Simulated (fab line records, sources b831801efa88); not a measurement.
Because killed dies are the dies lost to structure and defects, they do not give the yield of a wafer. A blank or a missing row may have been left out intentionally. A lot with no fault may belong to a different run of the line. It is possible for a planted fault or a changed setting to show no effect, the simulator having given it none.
What tool caused it?    flow sky130    72 wafers from 24 lots sampled at 6 of the route's 708 steps

== WHAT THE GAUGES SHOWED, per wafer ==
SKY_FIELD_ISO_BOW_MEAS_00.
lot   measured     on            INCOMING_BOW (um)
L074  day 1 10:00  filmMetro-03  -1 2 10
L075  day 1 15:00  filmMetro-04  -6 7 -5
L076  day 1 20:00  filmMetro-01  -4 -4 1
L077  day 2 01:04  filmMetro-01  4 -1 3
L078  day 2 06:00  filmMetro-03  -8 0 11
L079  day 2 11:02  filmMetro-01  0 3 -2
L080  day 2 16:01  filmMetro-01  2 -12 -3
L081  day 2 21:00  filmMetro-04  1 -7 -1
L082  day 3 02:01  filmMetro-04  -13 4 -1
L083  day 3 07:01  filmMetro-04  -8 -7 3
L084  day 3 12:00  filmMetro-01  2 -5 5
L085  day 3 17:02  filmMetro-01  -3 -3 -3
L086  day 3 22:02  filmMetro-04  1 5 8
L087  day 4 03:02  filmMetro-04  -5 -7 -6
L088  day 4 08:02  filmMetro-04  -8 2 1
L089  day 4 13:00  filmMetro-01  7 -4 -11
L090  day 4 18:02  filmMetro-01  7 6 -5
L091  day 4 23:00  filmMetro-03  -7 0 15
L092  day 5 04:00  filmMetro-01  -10 15 -6
L093  day 5 09:01  filmMetro-01  0 3 1
L094  day 5 14:01  filmMetro-04  6 1 4
L095  day 5 19:00  filmMetro-01  7 -6 3
L096  day 6 00:00  filmMetro-01  3 2 -2
L097  day 6 05:00  filmMetro-01  6 3 5

SKY_CONTACT_THK_MEAS_01.
lot   measured      on            CONTACT_CVD_00_THK (nm)
L074  day 31 05:38  filmMetro-01  72.4 73.9 74.7
L075  day 32 07:23  filmMetro-04  73.9 75.9 74.1
L076  day 32 04:12  filmMetro-04  74.3 73.5 74.4
L077  day 32 05:26  filmMetro-04  75.1 75.3 75.3
L078  day 32 22:55  filmMetro-03  73.5 73.7 74.8
L079  day 33 01:07  filmMetro-03  72.8 73.9 75.0
L080  day 33 11:38  filmMetro-03  73.6 77.5 74.9
L081  day 33 09:41  filmMetro-04  73.8 72.9 73.2
L082  day 34 05:01  filmMetro-01  74.0 74.4 74.2
L083  day 34 09:02  filmMetro-04  73.0 75.2 74.3
L084  day 34 12:59  filmMetro-03  76.5 77.1 75.8
L085  day 34 21:26  filmMetro-01  75.1 75.4 75.3
L086  day 35 14:54  filmMetro-01  74.0 76.5 74.3
L087  day 35 11:43  filmMetro-03  73.0 74.3 74.4
L088  day 35 17:35  filmMetro-04  74.4 75.4 75.9
L089  day 36 07:55  filmMetro-03  71.9 72.4 74.6
L090  day 36 09:34  filmMetro-01  73.5 73.8 75.2
L091  day 36 11:16  filmMetro-04  74.4 73.3 74.6
L092  day 36 19:43  filmMetro-03  74.9 76.4 74.9
L093  day 36 21:13  filmMetro-04  73.1 73.9 75.5
L094  day 37 14:11  filmMetro-04  75.6 76.4 73.9
L095  day 37 19:48  filmMetro-03  72.8 74.0 74.4
L096  day 37 22:44  filmMetro-03  75.0 75.6 76.1
L097  day 38 13:17  filmMetro-03  73.7 73.5 74.6

SKY_VIA4_BOW_MEAS_03.
lot   measured      on            VIA4_BOW (um)
L074  day 42 19:51  filmMetro-03  90 92 99
L075  day 43 18:19  filmMetro-03  63 80 65
L076  day 43 13:07  filmMetro-03  84 84 88
L077  day 43 16:28  filmMetro-03  83 80 83
L078  day 44 08:26  filmMetro-04  62 69 80
L079  day 44 09:11  filmMetro-01  69 74 71
L080  day 44 18:18  filmMetro-03  73 58 67
L081  day 44 16:35  filmMetro-01  90 83 91
L082  day 45 08:17  filmMetro-03  70 85 83
L083  day 45 08:56  filmMetro-01  77 78 88
L084  day 45 11:50  filmMetro-01  76 68 78
L085  day 45 21:08  filmMetro-01  76 75 75
L086  day 46 11:01  filmMetro-01  84 87 92
L087  day 46 08:56  filmMetro-03  82 79 80
L088  day 46 15:01  filmMetro-03  65 76 72
L089  day 47 00:40  filmMetro-03  90 79 72
L090  day 47 02:29  filmMetro-04  89 86 76
L091  day 47 04:31  filmMetro-03  63 68 82
L092  day 47 08:08  filmMetro-01  68 94 74
L093  day 47 10:41  filmMetro-03  86 91 87
L094  day 48 02:04  filmMetro-03  86 81 84
L095  day 48 03:58  filmMetro-03  95 83 93
L096  day 48 06:57  filmMetro-01  90 88 84
L097  day 48 17:21  filmMetro-04  92 89 88

SKY_PAD_OPEN_BOW_MEAS_13.
lot   measured      on            PAD_OPEN_BOW (um)
L074  day 46 19:40  filmMetro-04  59 60 68
L075  day 47 15:06  filmMetro-03  30 46 31
L076  day 47 10:31  filmMetro-03  46 48 50
L077  day 47 12:45  filmMetro-02  47 44 47
L078  day 48 03:28  filmMetro-04  26 33 45
L079  day 48 05:01  filmMetro-03  40 46 43
L080  day 48 12:24  filmMetro-02  42 30 36
L081  day 48 10:05  filmMetro-02  57 50 56
L082  day 48 23:56  filmMetro-02  36 50 48
L083  day 49 00:39  filmMetro-02  45 46 56
L084  day 49 03:34  filmMetro-02  39 30 41
L085  day 49 12:22  filmMetro-02  40 42 38
L086  day 49 22:29  filmMetro-03  51 54 58
L087  day 49 21:18  filmMetro-03  47 45 43
L088  day 50 02:09  filmMetro-04  38 48 46
L089  day 50 10:43  filmMetro-03  52 43 36
L090  day 50 12:22  filmMetro-04  57 56 44
L091  day 50 13:47  filmMetro-03  32 38 52
L092  day 50 15:59  filmMetro-04  36 63 41
L093  day 50 18:16  filmMetro-03  57 59 56
L094  day 51 06:26  filmMetro-03  54 50 52
L095  day 51 07:59  filmMetro-02  63 51 59
L096  day 51 09:11  filmMetro-04  56 56 51
L097  day 51 18:44  filmMetro-03  60 56 57

== EACH LOT AND THE TOOL THAT RAN IT (in order: tool; ch and the chambers of the sampled wafers; start) ==
lot   SKY_METAL3_SPUTTER_00        SKY_METAL4_ETCH_16
L074  pvdSputter-02, day 37 06:39  rieMetal-01 ch 0,1, day 42 18:18
L075  pvdSputter-01, day 38 07:26  rieMetal-01 ch 0, day 43 16:45
L076  pvdSputter-01, day 38 03:22  rieMetal-01 ch 0, day 43 11:33
L077  pvdSputter-03, day 38 06:07  rieMetal-04 ch 0,1, day 43 14:56
L078  pvdSputter-02, day 38 21:43  rieMetal-04 ch 0,1, day 44 06:58
L079  pvdSputter-02, day 39 00:48  rieMetal-02 ch 0,1, day 44 07:42
L080  pvdSputter-01, day 39 09:47  rieMetal-01 ch 0,1, day 44 16:49
L081  pvdSputter-01, day 39 07:58  rieMetal-01 ch 0,1, day 44 15:09
L082  pvdSputter-01, day 40 01:31  rieMetal-02 ch 0,1, day 45 06:51
L083  pvdSputter-02, day 40 05:35  rieMetal-04 ch 0,1, day 45 07:30
L084  pvdSputter-03, day 40 08:47  rieMetal-04 ch 0,1, day 45 10:22
L085  pvdSputter-01, day 40 17:38  rieMetal-01 ch 1, day 45 19:40
L086  pvdSputter-03, day 41 09:50  rieMetal-04 ch 0,1, day 46 09:31
L087  pvdSputter-03, day 41 06:49  rieMetal-02 ch 0,1, day 46 07:26
L088  pvdSputter-02, day 41 11:21  rieMetal-02 ch 0,1, day 46 13:11
L089  pvdSputter-02, day 41 23:35  rieMetal-04 ch 0,1, day 46 23:12
L090  pvdSputter-03, day 42 02:22  rieMetal-04 ch 0,1, day 47 01:00
L091  pvdSputter-03, day 42 04:51  rieMetal-02 ch 0,1, day 47 03:03
L092  pvdSputter-01, day 42 11:23  rieMetal-04 ch 0,1, day 47 06:37
L093  pvdSputter-03, day 42 11:36  rieMetal-04 ch 0,1, day 47 09:10
L094  pvdSputter-02, day 43 04:33  rieMetal-02 ch 0,1, day 48 00:34
L095  pvdSputter-02, day 43 08:29  rieMetal-04 ch 1, day 48 02:33
L096  pvdSputter-02, day 43 11:07  rieMetal-01 ch 0,1, day 48 05:30
L097  pvdSputter-02, day 44 00:11  rieMetal-02 ch 0,1, day 48 15:55
- SKY_METAL3_SPUTTER_00: material Ti, target thk 15 nm, time 10 s.
- SKY_METAL4_ETCH_16: etches BARC in N2/H2, stops on SiO2, time 88.2 s, target depth 60 nm.

== WHAT THE TOOLS THEMSELVES READ (means of the sampled wafers that have a number; where no wafer has one, the mark that the record gives instead) ==
SKY_METAL3_SPUTTER_00.
lot   tool           cathodeDcPowerW (W)  throttleValvePct (%)
L074  pvdSputter-02  3000.2               30.7
L075  pvdSputter-01  2999.9               30.2
L076  pvdSputter-01  2999.9               30.8
L077  pvdSputter-03  3000.3               29.4
L078  pvdSputter-02  2999.8               30.4
L079  pvdSputter-02  2999.5               29.5
L080  pvdSputter-01  3000.0               30.1
L081  pvdSputter-01  2999.5               30.7
L082  pvdSputter-01  2999.6               30.5
L083  pvdSputter-02  2999.9               31.5
L084  pvdSputter-03  2999.9               29.5
L085  pvdSputter-01  3000.0               30.7
L086  pvdSputter-03  2999.7               29.7
L087  pvdSputter-03  2999.9               29.8
L088  pvdSputter-02  3000.6               30.7
L089  pvdSputter-02  2999.8               29.9
L090  pvdSputter-03  2999.8               29.0
L091  pvdSputter-03  3000.6               29.4
L092  pvdSputter-01  2999.8               30.8
L093  pvdSputter-03  3000.7               29.3
L094  pvdSputter-02  2999.7               29.8
L095  pvdSputter-02  3000.5               30.4
L096  pvdSputter-02  2999.9               30.5
L097  pvdSputter-02  2999.7               30.0

SKY_METAL4_ETCH_16.
lot   tool         drypumpMotorCurrentA (A)  h2FlowSccm (sccm)  heBacksideLeakSccm (sccm)  oesProductAu (a.u.)  throttleValvePct (%)
L074  rieMetal-01  5.59                      199.6              3.2                        0.620                13.190
L075  rieMetal-01  5.74                      199.8              3.0                        0.622                13.199
L076  rieMetal-01  5.76                      199.9              3.2                        0.629                13.203
L077  rieMetal-04  5.42                      200.3              3.2                        0.626                13.200
L078  rieMetal-04  5.40                      200.4              3.2                        0.627                13.200
L079  rieMetal-02  5.57                      200.4              3.4                        0.625                13.200
L080  rieMetal-01  5.42                      200.2              3.2                        0.629                13.201
L081  rieMetal-01  5.43                      200.7              3.2                        0.626                13.203
L082  rieMetal-02  5.58                      200.4              3.5                        0.628                13.200
L083  rieMetal-04  5.40                      199.5              3.1                        0.620                13.198
L084  rieMetal-04  5.41                      200.1              3.2                        0.622                13.211
L085  rieMetal-01  5.27                      199.6              3.4                        0.625                13.202
L086  rieMetal-04  5.40                      199.7              3.1                        0.630                13.203
L087  rieMetal-02  5.56                      200.7              3.5                        0.629                13.201
L088  rieMetal-02  5.56                      199.3              3.6                        0.628                13.209
L089  rieMetal-04  5.42                      200.3              3.2                        0.622                13.201
L090  rieMetal-04  5.37                      199.5              3.2                        0.626                13.208
L091  rieMetal-02  5.55                      199.5              3.5                        0.623                13.202
L092  rieMetal-04  5.41                      199.7              3.2                        0.625                13.201
L093  rieMetal-04  5.40                      199.3              3.2                        0.628                13.208
L094  rieMetal-02  5.56                      200.1              3.5                        0.622                13.198
L095  rieMetal-04  5.86                      199.6              3.0                        0.619                13.199
L096  rieMetal-01  5.57                      199.7              3.2                        0.624                13.201
L097  rieMetal-02  5.38                      199.9              3.5                        0.626                13.198

== THE ANSWER, worked out from the rows above alone ==
Rule: the usual values come from the lots themselves. Put in order of their means at a reading, lots are off if they are a third of the lots or fewer, leave a main group of 4 or more, and stand apart from it by a gap of 3 or more times the standard deviation of the main group's means; of several such gaps the widest counts. The tables above print the reading to a certain number of digits; a main group whose means all agree to those digits is not used. Also off: a lot with no number at a reading for which 4 or more lots have one. Where the step has rows for the other lots, those lots are counted as sound. First the gauges in route order, then the tools' own readings, where a lot's mean is used as printed above. The first step at which some lot is off is used, and at that step the reading that is off furthest; a lot without a number counts as furthest.
Nothing can be told from this: no lot is off at any reading shown.

== WHAT THE SIMULATOR HAD INSERTED ==
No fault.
